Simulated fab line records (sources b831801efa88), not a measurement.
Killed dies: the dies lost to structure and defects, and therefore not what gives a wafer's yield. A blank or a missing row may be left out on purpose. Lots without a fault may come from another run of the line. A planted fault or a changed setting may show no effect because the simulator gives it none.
fab line records	flow sky130
record: lots: 12	wafers: 36	last_day: 50
route steps=708 shown VIA1@461 METAL2@483 PAD_OPEN@708
lots that met no fault: from a run of the same line without faults
start_h: start of the lot's first displayed wafer, in hours after the record's first day	wait_h: hours elapsed since this lot's preceding step	" the same as in the row above	L1.1+2: one row covering several wafers at once	- either no value or no given start	* or withheld: withheld	< > ~ a bound
route shown NAME@n: NAME is a module with steps in the file, n the number in the route of the first one	usual: average and standard deviation across the fault-free wafers	same: alike in all rows	chamber/n: place in a boat	sites: per-site readings	_std_site: standard deviation across them	_edge_site: the outer-site mean with the inner-site mean subtracted	radius_mm: for every site, how far away it sits from the centre of the wafer	mask NAME#n: copy n	behind: the tool/chamber that last shaped the wafer	hold: why the lot went on hold/how many hours it stayed there/how the hold came to an end	device: transistor that didn't switch, given as n, p or np	end of line: tests of these same wafers at the route's end	where a step has no rows: the recipe by itself	killed: count of dies lost to structure and defects at first sort (not the wafer's yield)	map: a wafer's dies, x killed, . not, _ none there
set.NAME: the setting the step ran with; set.NAME@STEP: the setting that earlier step ran with	model.NAME: the simulator's own value behind a step, which no gauge read
steps of the route over a sample of lots; a table a step, a row a wafer
services: when a tool's chamber went out of use (start_h, in hours from the record's first day, below 0 if earlier), for how many hours, and the reason
== steps ==
step: SKY_VIA1_BOW_MEAS_03
recipe: mode: bow
usual: VIA1_BOW: 81/7.5
lot.wafer	tool	chamber	start_h	wait_h	VIA1_BOW[um]
L758.2	film_metro-04	-	802.37	0.2	86
L758.3	"	-	"	"	85
L758.5	"	-	"	"	103
L755.3	film_metro-04	-	802.55	0.2	103
L755.4	"	-	"	"	84
L755.5	"	-	"	"	90
L757.2	film_metro-04	-	803.02	0.2	84
L757.3	"	-	"	"	96
L757.6	"	-	"	"	86
L759.1	film_metro-01	-	804.11	0.2	78
L759.3	"	-	"	"	74
L759.5	"	-	"	"	82
L760.2	film_metro-01	-	807.28	0.2	90
L760.3	"	-	"	"	87
L760.4	"	-	"	"	75
L762.3	film_metro-02	-	821.40	0.2	98
L762.4	"	-	"	"	92
L762.6	"	-	"	"	91
L763.1	film_metro-02	-	833.21	0.2	71
L763.2	"	-	"	"	81
L763.5	"	-	"	"	75
L766.2	film_metro-04	-	847.82	0.3	71
L766.3	"	-	"	"	82
L766.6	"	-	"	"	75
L767.2	film_metro-01	-	871.17	0.2	85
L767.4	"	-	"	"	76
L767.6	"	-	"	"	85
L768.1	film_metro-04	-	896.03	0.1	93
L768.2	"	-	"	"	82
L768.4	"	-	"	"	84
L774.1	film_metro-04	-	917.40	0.2	82
L774.3	"	-	"	"	78
L774.6	"	-	"	"	85
L775.2	film_metro-01	-	924.82	0.3	75
L775.3	"	-	"	"	87
L775.6	"	-	"	"	89
step: SKY_METAL2_SPUTTER_00
recipe: material: Ti	target_thk_nm: 15	power_w: 3000	time_s: 10	chamber_pressure_pa: 0.4
usual: throttle_valve_pct: 30.4/0.84
lot.wafer	tool	chamber	start_h	wait_h	throttle_valve_pct
L758.2	pvd_sputter-04	-	830.02	0.2	30.9
L758.3	"	-	"	"	30.8
L758.5	"	-	"	"	30.3
L755.3	pvd_sputter-04	-	831.01	0.2	30.0
L755.4	"	-	"	"	30.8
L755.5	"	-	"	"	30.6
L757.2	pvd_sputter-02	-	831.17	0.1	31.6
L757.3	"	-	"	"	28.3
L757.6	"	-	"	"	29.8
L759.1	pvd_sputter-02	-	832.01	0.2	28.1
L759.3	"	-	"	"	29.9
L759.5	"	-	"	"	30.9
L760.2	pvd_sputter-04	-	835.27	0.1	31.0
L760.3	"	-	"	"	29.7
L760.4	"	-	"	"	30.7
L762.3	pvd_sputter-04	-	849.03	0.2	30.8
L762.4	"	-	"	"	30.7
L762.6	"	-	"	"	30.7
L763.1	pvd_sputter-03	-	860.72	0.2	29.8
L763.2	"	-	"	"	30.2
L763.5	"	-	"	"	31.9
L766.2	pvd_sputter-04	-	875.34	0.2	30.3
L766.3	"	-	"	"	30.9
L766.6	"	-	"	"	30.1
L767.2	pvd_sputter-04	-	898.25	0.2	30.9
L767.4	"	-	"	"	30.4
L767.6	"	-	"	"	29.9
L768.1	pvd_sputter-03	-	922.94	0.2	30.6
L768.2	"	-	"	"	29.6
L768.4	"	-	"	"	31.8
L774.1	pvd_sputter-04	-	943.77	0.2	29.7
L774.3	"	-	"	"	30.8
L774.6	"	-	"	"	30.0
L775.2	pvd_sputter-04	-	950.78	0.1	30.2
L775.3	"	-	"	"	30.7
L775.6	"	-	"	"	29.9
step: SKY_METAL2_SPUTTER_02
recipe: material: AlCu	target_thk_nm: 250	power_w: 10600	time_s: 13.3	chamber_pressure_pa: 0.4
usual: throttle_valve_pct: 30.4/0.82
lot.wafer	tool	chamber	start_h	wait_h	throttle_valve_pct
L758.2	pvd_sputter-04	-	830.07	0.0	30.8
L758.3	"	-	"	"	30.9
L758.5	"	-	"	"	30.4
L755.3	pvd_sputter-04	-	831.06	0.0	30.3
L755.4	"	-	"	"	30.8
L755.5	"	-	"	"	30.7
L757.2	pvd_sputter-02	-	831.22	0.0	31.6
L757.3	"	-	"	"	28.1
L757.6	"	-	"	"	29.8
L759.1	pvd_sputter-02	-	832.06	0.0	28.2
L759.3	"	-	"	"	30.0
L759.5	"	-	"	"	31.1
L760.2	pvd_sputter-04	-	835.32	0.0	30.9
L760.3	"	-	"	"	30.1
L760.4	"	-	"	"	30.7
L762.3	pvd_sputter-04	-	849.08	0.0	30.8
L762.4	"	-	"	"	31.1
L762.6	"	-	"	"	30.9
L763.1	pvd_sputter-03	-	860.77	0.0	29.8
L763.2	"	-	"	"	30.3
L763.5	"	-	"	"	31.6
L766.2	pvd_sputter-04	-	875.39	0.0	30.2
L766.3	"	-	"	"	30.7
L766.6	"	-	"	"	30.1
L767.2	pvd_sputter-04	-	898.30	0.0	30.8
L767.4	"	-	"	"	30.8
L767.6	"	-	"	"	30.2
L768.1	pvd_sputter-03	-	922.98	0.0	30.3
L768.2	"	-	"	"	30.0
L768.4	"	-	"	"	31.4
L774.1	pvd_sputter-04	-	943.82	0.0	29.9
L774.3	"	-	"	"	30.9
L774.6	"	-	"	"	30.0
L775.2	pvd_sputter-04	-	950.83	0.0	30.3
L775.3	"	-	"	"	30.9
L775.6	"	-	"	"	29.8
step: SKY_METAL2_SPUTTER_03
recipe: material: Ti	target_thk_nm: 5	power_w: 3000	time_s: 3.3	chamber_pressure_pa: 0.4
usual: throttle_valve_pct: 30.4/0.84
lot.wafer	tool	chamber	start_h	wait_h	throttle_valve_pct
L758.2	pvd_sputter-04	-	830.09	0.0	30.9
L758.3	"	-	"	"	31.0
L758.5	"	-	"	"	30.2
L755.3	pvd_sputter-04	-	831.08	0.0	30.0
L755.4	"	-	"	"	30.7
L755.5	"	-	"	"	30.6
L757.2	pvd_sputter-02	-	831.24	0.0	31.6
L757.3	"	-	"	"	28.2
L757.6	"	-	"	"	29.8
L759.1	pvd_sputter-02	-	832.08	0.0	28.1
L759.3	"	-	"	"	29.7
L759.5	"	-	"	"	31.2
L760.2	pvd_sputter-04	-	835.34	0.0	30.8
L760.3	"	-	"	"	29.8
L760.4	"	-	"	"	30.9
L762.3	pvd_sputter-04	-	849.10	0.0	31.0
L762.4	"	-	"	"	30.8
L762.6	"	-	"	"	30.9
L763.1	pvd_sputter-03	-	860.79	0.0	29.7
L763.2	"	-	"	"	29.9
L763.5	"	-	"	"	31.6
L766.2	pvd_sputter-04	-	875.41	0.0	30.3
L766.3	"	-	"	"	30.7
L766.6	"	-	"	"	30.0
L767.2	pvd_sputter-04	-	898.33	0.0	30.8
L767.4	"	-	"	"	30.9
L767.6	"	-	"	"	30.0
L768.1	pvd_sputter-03	-	923.01	0.0	30.5
L768.2	"	-	"	"	29.5
L768.4	"	-	"	"	31.7
L774.1	pvd_sputter-04	-	943.84	0.0	30.1
L774.3	"	-	"	"	31.1
L774.6	"	-	"	"	29.9
L775.2	pvd_sputter-04	-	950.85	0.0	30.3
L775.3	"	-	"	"	31.0
L775.6	"	-	"	"	29.9
step: SKY_METAL2_RS_MEAS_05
recipe: thk_meas_gauge: four-point-probe	reads: TiN_of_METAL2_SPUTTER_04+Ti_of_METAL2_SPUTTER_03+AlCu_of_METAL2_SPUTTER_02+TiN_of_METAL2_SPUTTER_01+Ti_of_METAL2_SPUTTER_00
usual: METAL2_ALCU_RS: 0.1266/0.0014
lot.wafer	tool	chamber	start_h	wait_h	METAL2_ALCU_RS[ohm/sq]
L758.2	film_metro-03	-	830.18	0.0	0.1263
L758.3	"	-	"	"	0.1276
L758.5	"	-	"	"	0.1262
L755.3	film_metro-03	-	831.19	0.1	0.1274
L755.4	"	-	"	"	0.1276
L755.5	"	-	"	"	0.1267
L757.2	film_metro-04	-	831.33	0.0	0.1240
L757.3	"	-	"	"	0.1274
L757.6	"	-	"	"	0.1271
L759.1	film_metro-04	-	832.15	0.0	0.1283
L759.3	"	-	"	"	0.1288
L759.5	"	-	"	"	0.1269
L760.2	film_metro-03	-	835.43	0.0	0.1256
L760.3	"	-	"	"	0.1246
L760.4	"	-	"	"	0.1245
L762.3	film_metro-03	-	849.21	0.1	0.1265
L762.4	"	-	"	"	0.1264
L762.6	"	-	"	"	0.1272
L763.1	film_metro-03	-	860.86	0.0	0.1290
L763.2	"	-	"	"	0.1269
L763.5	"	-	"	"	0.1276
L766.2	film_metro-04	-	875.50	0.0	0.1270
L766.3	"	-	"	"	0.1271
L766.6	"	-	"	"	0.1268
L767.2	film_metro-03	-	898.41	0.0	0.1242
L767.4	"	-	"	"	0.1242
L767.6	"	-	"	"	0.1259
L768.1	film_metro-03	-	923.08	0.0	0.1277
L768.2	"	-	"	"	0.1276
L768.4	"	-	"	"	0.1272
L774.1	film_metro-01	-	943.91	0.0	0.1450
L774.3	"	-	"	"	0.1441
L774.6	"	-	"	"	0.1443
L775.2	film_metro-01	-	950.94	0.0	0.1449
L775.3	"	-	"	"	0.1427
L775.6	"	-	"	"	0.1451
step: SKY_METAL2_THK_MEAS_06
recipe: thk_meas_gauge: xrf	reads: AlCu_of_METAL2_SPUTTER_02
usual: METAL2_ALCU_THK: 247/3.1
lot.wafer	tool	chamber	start_h	wait_h	METAL2_ALCU_THK[nm]
L758.2	film_metro-03	-	830.29	0.1	247
L758.3	"	-	"	"	243
L758.5	"	-	"	"	245
L755.3	film_metro-03	-	831.29	0.1	246
L755.4	"	-	"	"	242
L755.5	"	-	"	"	244
L757.2	film_metro-04	-	831.44	0.1	252
L757.3	"	-	"	"	245
L757.6	"	-	"	"	244
L759.1	film_metro-04	-	832.27	0.1	242
L759.3	"	-	"	"	242
L759.5	"	-	"	"	247
L760.2	film_metro-03	-	835.54	0.1	247
L760.3	"	-	"	"	249
L760.4	"	-	"	"	250
L762.3	film_metro-03	-	849.31	0.1	243
L762.4	"	-	"	"	247
L762.6	"	-	"	"	244
L763.1	film_metro-03	-	860.98	0.1	242
L763.2	"	-	"	"	246
L763.5	"	-	"	"	244
L766.2	film_metro-04	-	875.61	0.1	244
L766.3	"	-	"	"	244
L766.6	"	-	"	"	244
L767.2	film_metro-03	-	898.52	0.1	250
L767.4	"	-	"	"	250
L767.6	"	-	"	"	246
L768.1	film_metro-03	-	923.20	0.1	246
L768.2	"	-	"	"	246
L768.4	"	-	"	"	245
L774.1	film_metro-01	-	944.03	0.1	215
L774.3	"	-	"	"	218
L774.6	"	-	"	"	218
L775.2	film_metro-01	-	951.05	0.1	217
L775.3	"	-	"	"	220
L775.6	"	-	"	"	217
step: SKY_PAD_OPEN_PROBE_99
usual: defect_limited_yield: 82.4/1.9	killed_at_M0_to_M3: 45/7.5	killed_at_M4_up: 2.8/1.9	killed_at_contacts: 25/5.5	killed_at_front_end: 14/4	killed_at_other: 0.3/0.75	killed_dies: 87/9.4	killed_open: 47/6.6	killed_short: 39/6.6	sort_bin_3_pad_short: 0.9/0.39	sort_bin_5_function: 10.4/1.5	sort_bin_6_memory: 6.3/1.2	sort_n_pass: 405/9.4	sort_yield_pct: 82.4/1.9
same: gross_dies: 492	killed_at_back_side: 0	sort_bin_4_leakage[%]: 0	sort_bin_8_speed[%]: 0
lot.wafer	tool	chamber	start_h	wait_h	defect_limited_yield[%]	killed_at_M0_to_M3	killed_at_M4_up	killed_at_contacts	killed_at_front_end	killed_at_other	killed_dies	killed_open	killed_short	sort_bin_3_pad_short[%]	sort_bin_5_function[%]	sort_bin_6_memory[%]	sort_n_pass	sort_yield_pct[%]
L758.2	prober-01	-	1106.73	0.1	85.0	31	5	28	10	0	74	43	30	0.6	8.7	5.7	418	85.0
L758.3	prober-01	-	1106.78	0.2	86.0	42	5	11	11	0	69	37	32	0.8	7.9	5.3	423	86.0
L758.5	prober-01	-	1106.88	0.2	83.7	44	2	17	17	0	80	38	42	0.4	10.4	5.5	412	83.7
L755.3	prober-02	-	1106.80	0.2	82.5	43	1	28	13	1	86	47	39	0.8	9.6	7.1	406	82.5
L755.4	prober-02	-	1106.85	0.2	82.3	34	0	39	14	0	87	49	38	0.8	10.4	6.5	405	82.3
L755.5	prober-02	-	1106.90	0.2	79.5	52	3	31	14	1	101	52	49	0.6	13.8	6.1	391	79.5
L757.2	prober-01	-	1108.39	0.1	86.6	40	2	14	10	0	66	40	26	0.8	7.3	5.3	426	86.6
L757.3	prober-01	-	1108.44	0.2	82.3	43	0	34	10	0	87	46	41	0.4	10.6	6.7	405	82.3
L757.6	prober-01	-	1108.59	0.2	81.5	51	0	32	8	0	91	48	43	0.6	11.4	6.5	401	81.5
L759.1	prober-02	-	1110.06	0.1	84.3	44	4	20	9	0	77	42	35	0.8	10.8	4.1	415	84.3
L759.3	prober-02	-	1110.16	0.2	84.1	38	5	20	14	1	78	39	39	0.6	9.6	5.7	414	84.1
L759.5	prober-02	-	1110.26	0.2	83.7	36	1	33	8	2	80	53	27	0.4	8.3	7.5	412	83.7
L760.2	prober-01	-	1111.42	0.1	80.1	54	4	30	10	0	98	45	53	0.6	11.6	7.7	394	80.1
L760.3	prober-01	-	1111.47	0.2	81.1	45	4	31	13	0	93	53	40	2.4	10.6	5.9	399	81.1
L760.4	prober-01	-	1111.52	0.2	80.9	42	4	31	17	0	94	54	40	1.0	11.8	6.3	398	80.9
L762.3	prober-01	-	1122.26	0.2	84.3	36	5	24	12	0	77	44	33	0.6	9.3	5.7	415	84.3
L762.4	prober-01	-	1122.31	0.2	83.7	34	4	20	22	0	80	40	40	1.2	9.3	5.7	412	83.7
L762.6	prober-01	-	1122.41	0.2	83.9	45	4	19	10	1	79	44	35	0.4	8.5	7.1	413	83.9
L763.1	prober-02	-	1133.43	0.1	79.7	48	4	29	19	0	100	61	39	1.0	10.8	8.5	392	79.7
L763.2	prober-02	-	1133.48	0.1	82.7	38	5	23	19	0	85	48	37	0.4	10.0	6.9	407	82.7
L763.5	prober-02	-	1133.63	0.2	79.5	58	4	22	16	1	101	48	53	1.2	12.6	6.7	391	79.5
L766.2	prober-01	-	1142.31	0.1	80.9	47	2	22	23	0	94	45	49	1.0	11.8	6.3	398	80.9
L766.3	prober-01	-	1142.36	0.2	83.1	34	6	24	18	1	83	38	45	1.2	10.4	5.3	409	83.1
L766.6	prober-01	-	1142.51	0.2	80.5	55	6	22	13	0	96	45	51	1.0	11.2	7.3	396	80.5
L767.2	prober-02	-	1160.37	0.1	80.9	47	3	34	10	0	94	51	43	0.8	13.2	5.1	398	80.9
L767.4	prober-02	-	1160.47	0.2	85.6	45	1	18	7	0	71	44	27	1.2	8.3	4.9	421	85.6
L767.6	prober-02	-	1160.57	0.2	85.4	40	1	20	11	0	72	37	35	1.2	7.3	6.1	420	85.4
L768.1	prober-02	-	1175.18	0.1	84.3	40	4	17	16	0	77	36	41	0.8	8.9	5.9	415	84.3
L768.2	prober-02	-	1175.23	0.1	84.3	33	2	25	17	0	77	35	42	0.8	9.6	5.3	415	84.3
L768.4	prober-02	-	1175.33	0.2	85.0	39	2	21	12	0	74	47	27	0.4	9.3	5.3	418	85.0
L774.1	prober-01	-	1189.52	0.1	81.7	44	7	27	12	0	90	54	36	1.0	10.8	6.5	402	81.7
L774.3	prober-01	-	1189.62	0.2	82.5	47	5	21	12	1	86	50	36	1.0	9.6	6.9	406	82.5
L774.6	prober-01	-	1189.77	0.2	85.6	32	4	21	13	1	71	39	32	0.4	8.3	5.7	421	85.6
L775.2	prober-02	-	1196.22	0.1	83.9	37	2	31	9	0	79	41	38	0.6	9.6	5.9	413	83.9
L775.3	prober-02	-	1196.27	0.2	79.1	55	2	31	15	0	103	62	41	0.6	12.8	7.5	389	79.1
L775.6	prober-02	-	1196.42	0.2	81.9	41	1	31	15	1	89	48	41	1.2	10.4	6.5	403	81.9
killed by level:class
L758.2 CONTACT:geometric_particle:open=11 LI_CONTACT:geometric_particle:open=6 METAL2:geometric_particle:short=6 LOCAL_INTERCONNECT:geometric_particle:short=5 VIA1:geometric_particle:open=5 LOCAL_INTERCONNECT:geometric_particle:open=4 VIA2:geometric_particle:open=4 VIA3:geometric_particle:short=4
L758.3 VIA1:geometric_particle:open=11 METAL2:geometric_particle:short=8 FIELD_ISO:geometric_particle:open=5 LI_CONTACT:geometric_particle:open=5 VIA2:geometric_particle:open=5 METAL4:geometric_particle:short=4 VIA3:geometric_particle:short=4 CONTACT:geometric_particle:open=3
L755.3 CONTACT:geometric_particle:open=14 VIA1:geometric_particle:open=10 VIA1:geometric_particle:short=7 METAL2:geometric_particle:short=7 LI_CONTACT:geometric_particle:open=6 CONTACT:geometric_particle:short=5 VIA2:geometric_particle:open=5 METAL1:geometric_particle:short=4
L755.4 CONTACT:geometric_particle:open=15 VIA2:geometric_particle:open=8 LI_CONTACT:geometric_particle:open=7 FIELD_ISO:geometric_particle:open=6 LOCAL_INTERCONNECT:geometric_particle:short=6 CONTACT:geometric_particle:short=6 METAL1:geometric_particle:short=5 VIA1:geometric_particle:short=5
L758.5 VIA1:geometric_particle:open=8 POLY_GATE:geometric_particle:short=6 METAL1:geometric_particle:short=6 VIA2:geometric_particle:open=6 VIA3:geometric_particle:open=5 CONTACT:geometric_particle:open=5 LOCAL_INTERCONNECT:geometric_particle:short=5 LI_CONTACT:geometric_particle:open=4
L755.5 CONTACT:geometric_particle:open=13 VIA1:geometric_particle:open=11 VIA3:geometric_particle:open=10 POLY_GATE:geometric_particle:short=7 LI_CONTACT:geometric_particle:open=7 METAL2:geometric_particle:short=7 METAL1:geometric_particle:short=5 METAL3:geometric_particle:short=5
L757.2 VIA1:geometric_particle:open=12 VIA2:geometric_particle:open=5 LI_CONTACT:geometric_particle:open=4 CONTACT:geometric_particle:short=4 CONTACT:geometric_particle:open=4 METAL1:geometric_particle:short=4 VIA1:geometric_particle:short=4 METAL2:geometric_particle:short=4
L757.3 VIA1:geometric_particle:open=13 LI_CONTACT:geometric_particle:open=10 CONTACT:geometric_particle:open=9 METAL3:geometric_particle:short=8 LOCAL_INTERCONNECT:geometric_particle:short=5 METAL2:geometric_particle:short=5 LI_CONTACT:geometric_particle:short=4 CONTACT:geometric_particle:short=4
L757.6 CONTACT:geometric_particle:open=10 VIA1:geometric_particle:open=10 CONTACT:geometric_particle:short=9 VIA2:geometric_particle:open=8 LI_CONTACT:geometric_particle:open=6 METAL2:geometric_particle:short=6 LOCAL_INTERCONNECT:geometric_particle:short=5 METAL1:geometric_particle:short=5
L759.1 VIA1:geometric_particle:open=10 VIA3:geometric_particle:open=7 CONTACT:geometric_particle:open=6 METAL1:geometric_particle:short=6 LI_CONTACT:geometric_particle:open=5 CONTACT:geometric_particle:short=5 VIA2:geometric_particle:open=5 VIA3:geometric_particle:short=5
L759.3 CONTACT:geometric_particle:open=9 VIA1:geometric_particle:open=8 METAL2:geometric_particle:short=7 VIA2:geometric_particle:open=6 METAL1:geometric_particle:short=5 FIELD_ISO:geometric_particle:open=4 FIELD_ISO:geometric_particle:short=4 LI_CONTACT:geometric_particle:short=4
L759.5 CONTACT:geometric_particle:open=15 VIA1:geometric_particle:open=10 LI_CONTACT:geometric_particle:open=8 LOCAL_INTERCONNECT:geometric_particle:short=5 VIA3:geometric_particle:open=5 METAL2:geometric_particle:short=4 VIA2:geometric_particle:open=4 FIELD_ISO:geometric_particle:short=3
L760.2 CONTACT:geometric_particle:open=14 METAL1:geometric_particle:short=10 VIA1:geometric_particle:open=9 METAL2:geometric_particle:short=8 LI_CONTACT:geometric_particle:open=5 VIA1:geometric_particle:short=5 VIA2:geometric_particle:open=5 VIA3:geometric_particle:short=5
L760.3 CONTACT:geometric_particle:open=11 VIA1:geometric_particle:open=10 LOCAL_INTERCONNECT:geometric_particle:short=8 LI_CONTACT:geometric_particle:open=7 VIA3:geometric_particle:open=7 VIA2:geometric_particle:open=7 VIA1:geometric_particle:short=5 CONTACT:geometric_particle:short=4
L760.4 CONTACT:geometric_particle:open=14 VIA1:geometric_particle:open=12 VIA2:geometric_particle:open=7 CONTACT:geometric_particle:short=6 METAL1:geometric_particle:short=5 FIELD_ISO:geometric_particle:open=4 SPACER:geometric_particle:short=4 LI_CONTACT:geometric_particle:open=4
L762.3 LI_CONTACT:geometric_particle:open=8 VIA1:geometric_particle:open=8 CONTACT:geometric_particle:open=6 VIA2:geometric_particle:open=6 VIA3:geometric_particle:open=6 FIELD_ISO:geometric_particle:short=4 CONTACT:geometric_particle:short=4 METAL2:geometric_particle:short=4
L762.4 FIELD_ISO:geometric_particle:short=12 VIA1:geometric_particle:open=11 LI_CONTACT:geometric_particle:open=6 CONTACT:geometric_particle:short=6 CONTACT:geometric_particle:open=6 VIA3:geometric_particle:short=4 VIA3:geometric_particle:open=4 METAL4:geometric_particle:short=3
L762.6 VIA1:geometric_particle:open=9 CONTACT:geometric_particle:open=8 METAL1:geometric_particle:short=7 VIA3:geometric_particle:open=7 METAL1:geometric_particle:open=6 LI_CONTACT:geometric_particle:open=4 METAL2:geometric_particle:short=4 CONTACT:geometric_particle:short=4
L763.1 VIA1:geometric_particle:open=12 LI_CONTACT:geometric_particle:open=12 VIA2:geometric_particle:open=8 POLY_GATE:geometric_particle:open=7 CONTACT:geometric_particle:open=7 METAL1:geometric_particle:short=6 CONTACT:geometric_particle:short=5 VIA3:geometric_particle:open=5
L763.2 CONTACT:geometric_particle:open=10 VIA1:geometric_particle:open=9 VIA2:geometric_particle:open=7 LI_CONTACT:geometric_particle:open=6 POLY_GATE:geometric_particle:short=6 METAL2:geometric_particle:short=5 METAL3:geometric_particle:short=5 POLY_GATE:geometric_particle:open=4
L763.5 VIA1:geometric_particle:open=12 METAL2:geometric_particle:short=11 METAL1:geometric_particle:short=8 VIA1:geometric_particle:short=8 POLY_GATE:geometric_particle:short=6 CONTACT:geometric_particle:open=6 LI_CONTACT:geometric_particle:open=6 VIA3:geometric_particle:open=5
L766.2 VIA1:geometric_particle:short=11 CONTACT:geometric_particle:open=10 VIA1:geometric_particle:open=7 VIA2:geometric_particle:short=7 VIA3:geometric_particle:open=6 FIELD_ISO:geometric_particle:open=5 POLY_GATE:geometric_particle:open=5 CONTACT:geometric_particle:short=5
L766.3 FIELD_ISO:geometric_particle:short=8 VIA2:geometric_particle:open=7 CONTACT:geometric_particle:open=6 LI_CONTACT:geometric_particle:open=6 VIA1:geometric_particle:short=6 CONTACT:geometric_particle:short=5 VIA3:geometric_particle:open=5 METAL4:geometric_particle:short=5
L766.6 VIA3:geometric_particle:open=13 METAL2:geometric_particle:short=11 VIA1:geometric_particle:open=9 LOCAL_INTERCONNECT:geometric_particle:short=8 VIA2:geometric_particle:open=7 CONTACT:geometric_particle:short=6 FIELD_ISO:geometric_particle:open=5 CONTACT:geometric_particle:open=5
L767.2 LI_CONTACT:geometric_particle:open=11 VIA1:geometric_particle:open=10 CONTACT:geometric_particle:open=10 CONTACT:geometric_particle:short=8 VIA2:geometric_particle:open=7 METAL2:geometric_particle:short=6 VIA1:geometric_particle:short=5 METAL1:geometric_particle:short=4
L767.4 VIA1:geometric_particle:open=12 VIA3:geometric_particle:open=8 LI_CONTACT:geometric_particle:open=6 VIA2:geometric_particle:open=6 CONTACT:geometric_particle:open=6 VIA1:geometric_particle:short=5 CONTACT:geometric_particle:short=4 METAL1:geometric_particle:short=4
L767.6 VIA1:geometric_particle:open=12 CONTACT:geometric_particle:open=9 POLY_GATE:geometric_particle:open=5 METAL1:geometric_particle:short=5 VIA1:geometric_particle:short=5 POLY_GATE:geometric_particle:short=4 LI_CONTACT:geometric_particle:open=4 LOCAL_INTERCONNECT:geometric_particle:short=4
L768.1 VIA1:geometric_particle:open=10 METAL1:geometric_particle:short=5 CONTACT:geometric_particle:open=5 CONTACT:geometric_particle:short=5 FIELD_ISO:geometric_particle:short=4 LI_CONTACT:geometric_particle:open=4 VIA1:geometric_particle:short=4 METAL2:geometric_particle:short=4
L768.2 CONTACT:geometric_particle:short=9 METAL1:geometric_particle:short=7 CONTACT:geometric_particle:open=7 VIA1:geometric_particle:open=7 FIELD_ISO:geometric_particle:open=5 LOCAL_INTERCONNECT:geometric_particle:short=4 VIA3:geometric_particle:short=4 VIA3:geometric_particle:open=4
L768.4 VIA1:geometric_particle:open=15 CONTACT:geometric_particle:open=7 VIA2:geometric_particle:open=6 LI_CONTACT:geometric_particle:open=5 VIA1:geometric_particle:short=5 POLY_GATE:geometric_particle:open=4 CONTACT:geometric_particle:short=4 VIA3:geometric_particle:open=4
L774.1 CONTACT:geometric_particle:open=9 VIA3:geometric_particle:open=9 LI_CONTACT:geometric_particle:open=8 VIA1:geometric_particle:open=8 VIA1:geometric_particle:short=6 METAL4:geometric_particle:short=5 VIA2:geometric_particle:open=5 FIELD_ISO:geometric_particle:short=4
L774.3 VIA1:geometric_particle:open=13 CONTACT:geometric_particle:open=12 VIA3:geometric_particle:open=10 VIA1:geometric_particle:short=8 METAL1:geometric_particle:short=4 VIA2:geometric_particle:open=4 SPACER:geometric_particle:open=3 CONTACT:geometric_particle:short=3
L774.6 CONTACT:geometric_particle:open=8 VIA3:geometric_particle:open=7 LI_CONTACT:geometric_particle:open=6 VIA1:geometric_particle:open=5 CONTACT:geometric_particle:short=5 POLY_GATE:geometric_particle:open=4 METAL1:geometric_particle:short=4 VIA1:geometric_particle:short=4
L775.2 CONTACT:geometric_particle:open=11 CONTACT:geometric_particle:short=10 LI_CONTACT:geometric_particle:open=8 VIA3:geometric_particle:open=6 METAL1:geometric_particle:short=6 VIA1:geometric_particle:short=6 VIA1:geometric_particle:open=6 VIA2:geometric_particle:open=4
L775.3 VIA1:geometric_particle:open=14 VIA3:geometric_particle:open=10 CONTACT:geometric_particle:open=9 VIA2:geometric_particle:open=8 METAL2:geometric_particle:short=7 LI_CONTACT:geometric_particle:open=6 CONTACT:geometric_particle:short=6 LOCAL_INTERCONNECT:geometric_particle:short=5
L775.6 CONTACT:geometric_particle:open=14 METAL2:geometric_particle:short=8 CONTACT:geometric_particle:short=7 METAL1:geometric_particle:short=7 VIA1:geometric_particle:open=7 FIELD_ISO:geometric_particle:open=5 VIA2:geometric_particle:open=5 LI_CONTACT:geometric_particle:open=4
== services ==
tool	chamber	start_h	hours	kind
pvd_sputter-02	-	908.84	7.0	repair
== key ==
first_sign: step: SKY_METAL2_RS_MEAS_05	reading: METAL2_ALCU_RS	direction: up	sigmas: 13	usual: 0.1266	struck: 0.1443
effect: step: SKY_METAL2_THK_MEAS_06	reading: METAL2_ALCU_THK	direction: down	sigmas: 9.4	usual: 247	struck: 217
met_at SKY_METAL2_SPUTTER_02
struck_lots L774,L775
not_acting_at SKY_VIA1_BOW_MEAS_03,SKY_METAL2_SPUTTER_00,SKY_METAL2_SPUTTER_03
onset_between 898.30 943.82
also_fits time
fault: kind: process_parameter_drift	tool: pvd_sputter-04	chamber: -	onset_h: 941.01	steps: SKY_METAL2_SPUTTER_02	channel: time_s	offset: *	shape: step	end_h: 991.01	acts_in: *	stated: *
